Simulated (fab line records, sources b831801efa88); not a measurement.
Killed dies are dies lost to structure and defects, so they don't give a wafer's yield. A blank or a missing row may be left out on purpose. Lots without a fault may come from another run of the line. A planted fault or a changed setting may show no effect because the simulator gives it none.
Tool commonality check | flow sky130 | 12 lots, 39 wafers sampled

WHY IT WAS OPENED
At SKY_VT_ADJUST_LVTN_TW_MEAS_21 the reading VT_ADJUST_LVTN_2_TW is flagged on 1 of 12 lots. Wafers without a fault read 188.1, standard deviation 0.9.
Rule: a lot is flagged when every wafer of it that has a number lies more than 4 standard deviations from that mean, or none has a number. The other lots count as sound.

lot  | measured     | on            | VT_ADJUST_LVTN_2_TW, wafer by wafer | flag
L717 | day 7 17:39  | film_metro-03 | 187.6 187.6 186.6                   |
L718 | day 7 17:58  | film_metro-04 | 188.8 189.0 188.3                   |
L719 | day 8 10:10  | film_metro-04 | 188.9 189.2 189.5                   |
L722 | day 9 12:47  | film_metro-01 | 30.0 30.0 30.1 30.2 30.1 30.2       | FLAGGED
L726 | day 10 04:28 | film_metro-01 | 189.3 189.1 188.9                   |
L730 | day 11 13:23 | film_metro-01 | 189.3 188.3 189.5                   |
L732 | day 12 03:20 | film_metro-03 | 186.1 186.9 186.3                   |
L731 | day 12 03:36 | film_metro-01 | 188.2 187.8 188.4                   |
L733 | day 12 10:16 | film_metro-01 | 189.0 188.2 188.7                   |
L734 | day 12 16:21 | film_metro-04 | 188.6 188.5 187.9                   |
L736 | day 13 06:31 | film_metro-04 | 187.3 186.6 187.5                   |
L737 | day 13 14:32 | film_metro-01 | 188.3 187.9 187.3                   |
The numbers of the flagged lots are 30.1 on average: -158.0 against the usual, or -99 or more standard deviations.

WHICH TOOL RAN EACH LOT
The record holds 2 process steps before the reading, out of a route of 708 steps. In each cell: the tool, then ch and the chambers that the sampled wafers went through, then the start.
lot  | flag    | SKY_VT_ADJUST_HVTP_STRIP_10          | SKY_VT_ADJUST_LVTN_EXPOSE_15
L717 |         | plasma_asher-02 ch 0,1, day 6 02:14  | iline_stepper-02 ch 0, day 7 07:41
L718 |         | plasma_asher-03 ch 0,1, day 6 02:55  | iline_stepper-01 ch 0, day 7 08:01
L719 |         | plasma_asher-03 ch 0,1, day 6 17:26  | iline_stepper-01 ch 0, day 7 23:29
L722 | FLAGGED | plasma_asher-04 ch 0,1, day 7 18:19  | iline_stepper-01 ch 0, day 9 02:33
L726 |         | plasma_asher-02 ch 0,1, day 8 08:05  | iline_stepper-01 ch 0, day 9 16:59
L730 |         | plasma_asher-04 ch 0,1, day 9 15:51  | iline_stepper-01 ch 0, day 11 01:49
L732 |         | plasma_asher-04 ch 0,1, day 10 04:53 | iline_stepper-01 ch 0, day 11 15:14
L731 |         | plasma_asher-02 ch 0,1, day 10 05:09 | iline_stepper-01 ch 0, day 11 15:32
L733 |         | plasma_asher-02 ch 1, day 10 10:37   | iline_stepper-01 ch 0, day 11 21:35
L734 |         | plasma_asher-02 ch 0,1, day 10 16:23 | iline_stepper-01 ch 0, day 12 03:51
L736 |         | plasma_asher-03 ch 0,1, day 11 05:01 | iline_stepper-01 ch 0, day 12 18:07
L737 |         | plasma_asher-03 ch 0,1, day 11 11:57 | iline_stepper-02 ch 0, day 13 01:26
What these steps do:
- SKY_VT_ADJUST_HVTP_STRIP_10: strips in O2/N2.
- SKY_VT_ADJUST_LVTN_EXPOSE_15: exposes mask HVN STD DERIVED, target cd 600 nm.
- SKY_VT_ADJUST_LVTN_TW_MEAS_21

FLAGGED OVER TOTAL, TOOL BY TOOL (the gauges that took the reading come last)
step                          | tool             | lots run | flagged | share of the flagged lots | sound lots run after its first flagged lot
SKY_VT_ADJUST_HVTP_STRIP_10   | plasma_asher-02  | 5        | 0       | none                      | -
SKY_VT_ADJUST_HVTP_STRIP_10   | plasma_asher-03  | 4        | 0       | none                      | -
SKY_VT_ADJUST_HVTP_STRIP_10   | plasma_asher-04  | 3        | 1       | all                       | 2 (L730,L732)
SKY_VT_ADJUST_LVTN_EXPOSE_15  | iline_stepper-01 | 10       | 1       | all                       | 7 (L726,L730,L732,L731,L733,L734,L736)
SKY_VT_ADJUST_LVTN_EXPOSE_15  | iline_stepper-02 | 2        | 0       | none                      | -
SKY_VT_ADJUST_LVTN_TW_MEAS_21 | film_metro-01    | 6        | 1       | all                       | 5 (L726,L730,L731,L733,L737)
SKY_VT_ADJUST_LVTN_TW_MEAS_21 | film_metro-03    | 2        | 0       | none                      | -
SKY_VT_ADJUST_LVTN_TW_MEAS_21 | film_metro-04    | 4        | 0       | none                      | -

WHAT THE TABLE ALLOWS
3 rows of the table ran every flagged lot: plasma_asher-04 at SKY_VT_ADJUST_HVTP_STRIP_10, iline_stepper-01 at SKY_VT_ADJUST_LVTN_EXPOSE_15, film_metro-01 at SKY_VT_ADJUST_LVTN_TW_MEAS_21.
- plasma_asher-04 at SKY_VT_ADJUST_HVTP_STRIP_10: 1 of its 3 lots flagged. Sound lots ran on it after the first flagged one (L730, L732), which a lasting fault on the whole tool wouldn't allow.
- iline_stepper-01 at SKY_VT_ADJUST_LVTN_EXPOSE_15: 1 of its 10 lots flagged. Sound lots ran on it after the first flagged one (L726, L730, L732, L731, L733, L734, L736), which a lasting fault on the whole tool wouldn't allow.
- film_metro-01 at SKY_VT_ADJUST_LVTN_TW_MEAS_21: 1 of its 6 lots flagged. Sound lots ran on it after the first flagged one (L726, L730, L731, L733, L737), which a lasting fault on the whole tool wouldn't allow.
No row of the table ran every flagged lot and no sound lot after the first.

WHAT THE SIMULATOR HAD PUT IN
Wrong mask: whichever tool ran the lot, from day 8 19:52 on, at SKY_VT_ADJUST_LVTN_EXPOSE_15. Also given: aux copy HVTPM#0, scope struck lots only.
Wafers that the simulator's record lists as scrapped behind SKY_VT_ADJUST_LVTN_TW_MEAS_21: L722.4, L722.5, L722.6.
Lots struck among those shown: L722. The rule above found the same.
